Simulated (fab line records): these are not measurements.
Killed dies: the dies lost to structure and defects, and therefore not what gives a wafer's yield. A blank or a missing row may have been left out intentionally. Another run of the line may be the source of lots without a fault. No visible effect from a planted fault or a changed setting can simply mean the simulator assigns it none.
Lot-split experiment | flow gf180mcu | 23 wafers read from 5 lots, route of 602 steps

## ON THE SPLIT
At GF_TOP_METAL_COAT_09 (resist thk 1500 nm), the setting spin-rpm was moved away from the recipe's 3000 rpm on 4 of the 23 wafers read, by -5.3% to +4.8%. This setting was run at the recipe's value on the other wafers.

The reading comes from the split's own step.

## THE READING
NOVOLAK_of_TOP_METAL_COAT_09.thk-nm (the simulator's own value, which no gauge read), in nm, at GF_TOP_METAL_COAT_09 (resist thk 1500 nm). There is no usual value for it anywhere in the file. Here, 19 wafers ran the recipe; their average is 1496 nm with a standard deviation of 3.6 nm.

wafer  | tool, chamber at the split | spin-rpm as run, rpm | against the recipe | NOVOLAK_of_TOP_METAL_COAT_09.thk-nm, nm | against lot-mates on the recipe
L077.1 | litho-track-02, 0          | 2840                 | -5.3%              | 1540                                    | +41
L077.5 | litho-track-02, 0          | 2840                 | -5.3%              | 1540                                    | +41
L077.2 | litho-track-02, 0          | 3000                 | recipe             | 1500                                    | -
L077.3 | litho-track-02, 0          | 3000                 | recipe             | 1499                                    | -
L077.6 | litho-track-02, 0          | 3000                 | recipe             | 1499                                    | -
L078.1 | litho-track-04, 0          | 3000                 | recipe             | 1490                                    | -
L078.6 | litho-track-04, 0          | 3000                 | recipe             | 1490                                    | -
L078.2 | litho-track-04, 0          | 3000                 | recipe             | 1491                                    | -
L078.3 | litho-track-04, 0          | 3000                 | recipe             | 1494                                    | -
L078.5 | litho-track-04, 0          | 3000                 | recipe             | 1493                                    | -
L079.1 | litho-track-03, 0          | 3000                 | recipe             | 1497                                    | -
L079.4 | litho-track-03, 0          | 3000                 | recipe             | 1501                                    | -
L079.6 | litho-track-03, 0          | 3000                 | recipe             | 1500                                    | -
L082.1 | litho-track-04, 0          | 3000                 | recipe             | 1497                                    | -
L082.3 | litho-track-04, 0          | 3000                 | recipe             | 1497                                    | -
L082.2 | litho-track-04, 0          | 3000                 | recipe             | 1496                                    | -
L082.5 | litho-track-04, 0          | 3000                 | recipe             | 1501                                    | -
L082.6 | litho-track-04, 0          | 3000                 | recipe             | 1491                                    | -
L084.1 | litho-track-03, 0          | 3143                 | +4.8%              | 1465                                    | -31
L084.2 | litho-track-03, 0          | 3000                 | recipe             | 1497                                    | -
L084.4 | litho-track-03, 0          | 3000                 | recipe             | 1497                                    | -
L084.5 | litho-track-03, 0          | 3000                 | recipe             | 1494                                    | -
L084.6 | litho-track-03, 0          | 3143                 | +4.8%              | 1468                                    | -28

THE FIT
A straight line over all 23 wafers: NOVOLAK_of_TOP_METAL_COAT_09.thk-nm changes by -7.32 nm for each +1% of spin-rpm; r = -0.97; the points scatter about the line by 4 nm.
The same after taking each lot's own level away (the mean of its wafers on the recipe; 23 wafers): -6.98 nm for each +1%; r = -0.99; scatter 2.5 nm.
On that fit, the largest move of spin-rpm shifts the reading by 37 nm.
Across the lots, their own levels run from 1491.6 to 1499.3 nm, a range of 2.2 times the standard deviation given above.
Consequently the slope shifts little with the lot-to-lot level, the two slopes agreeing.
Check: with one of the wafers moved furthest among these (-5.3%) left out of the fit, the line predicts +36.6 nm for it against its lot-mates. It came out at +40.7 nm against them.

## THESE WAFERS: OTHER SPLITS
Other splits were also applied to these wafers ahead of the reading. Each is held against what the fit with the lots' levels taken away leaves over:
other split on the same wafers        | wafers away from the commonest value | r with NOVOLAK_of_TOP_METAL_COAT_09.thk-nm (lot level and that fit taken away)
GF_V4_COAT_09 resist-thk-nm           | 11                                   | -0.06
GF_MIM_SPUTTER_00 chamber-pressure-pa | 10                                   | +0.14
GF_M5_METAL_ETCH_10 bias-w            | 7                                    | -0.10
GF_V5_CVD_00 sih4-flow-sccm           | 9                                    | +0.09

## THE WHOLE CHAIN: every reading that the file lists as answering this split, in the file's order
step                  | what it does       | reading                                                                              | change (the file's fit)              | r (the file's)
GF_TOP_METAL_COAT_09  | resist thk 1500 nm | NOVOLAK_of_TOP_METAL_COAT_09.thk-nm (the simulator's own value, which no gauge read) | -6.99 nm for each +1% of the setting | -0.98
GF_TOP_METAL_STRIP_17 | strips in O2/N2    | strip-time-to-endpoint-s                                                             | withheld for each +1% of the setting | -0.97

## FILE'S OWN FIT
NOVOLAK_of_TOP_METAL_COAT_09.thk-nm changes by -6.99 nm for each +1% of spin-rpm, r = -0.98.
